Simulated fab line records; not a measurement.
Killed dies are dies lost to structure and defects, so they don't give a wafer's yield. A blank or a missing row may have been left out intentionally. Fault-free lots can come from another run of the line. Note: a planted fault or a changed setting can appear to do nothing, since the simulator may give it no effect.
Which tool did it? + flow sky130 + 6 lots, 18 wafers sampled, at 1 step of a route of 708

## WHAT THE GAUGES SHOWED, per wafer
SKY_SD_N_RS_MEAS_18: uses a four-point probe to measure.
| lot  | measured     | on            | RES_XHIGH_RS (ohm/sq) |
|------|--------------|---------------|-----------------------|
| L376 | day 29 13:30 | film metro-01 | 331.1 330.8 330.5     |
| L378 | day 29 17:13 | film metro-02 | 332.0 332.6 334.1     |
| L385 | day 32 09:01 | film metro-04 | 334.0 333.7 332.9     |
| L389 | day 33 12:24 | film metro-01 | 331.3 332.7 331.8     |
| L391 | day 34 07:25 | film metro-04 | 333.6 334.8 335.3     |
| L393 | day 34 18:19 | film metro-01 | 331.8 332.5 333.1     |

## WHAT TOOL EACH LOT RAN ON (gives the tool, then ch and the chambers of the sampled wafers, and finally the start)
The record holds no process step before these readings.

## THE ANSWER, worked out from the rows above alone
Rule: usual is defined by the lots themselves. The widest of any qualifying gaps counts: lots, ordered by their means at a reading, are off when they make up no more than a third of the lots, leave a main group of 4 or more, and stand apart from it by 3 or more times the standard deviation of that group's means. Not used: any main group whose means are identical at the precision the tables above print for the reading. A lot without any number at a reading at which 4 lots or more have one is off too. All remaining lots with rows at the step are treated as sound.
Nothing can be told from this: no lot is off at any reading shown.

## WHAT WAS PUT IN BY THE SIMULATOR
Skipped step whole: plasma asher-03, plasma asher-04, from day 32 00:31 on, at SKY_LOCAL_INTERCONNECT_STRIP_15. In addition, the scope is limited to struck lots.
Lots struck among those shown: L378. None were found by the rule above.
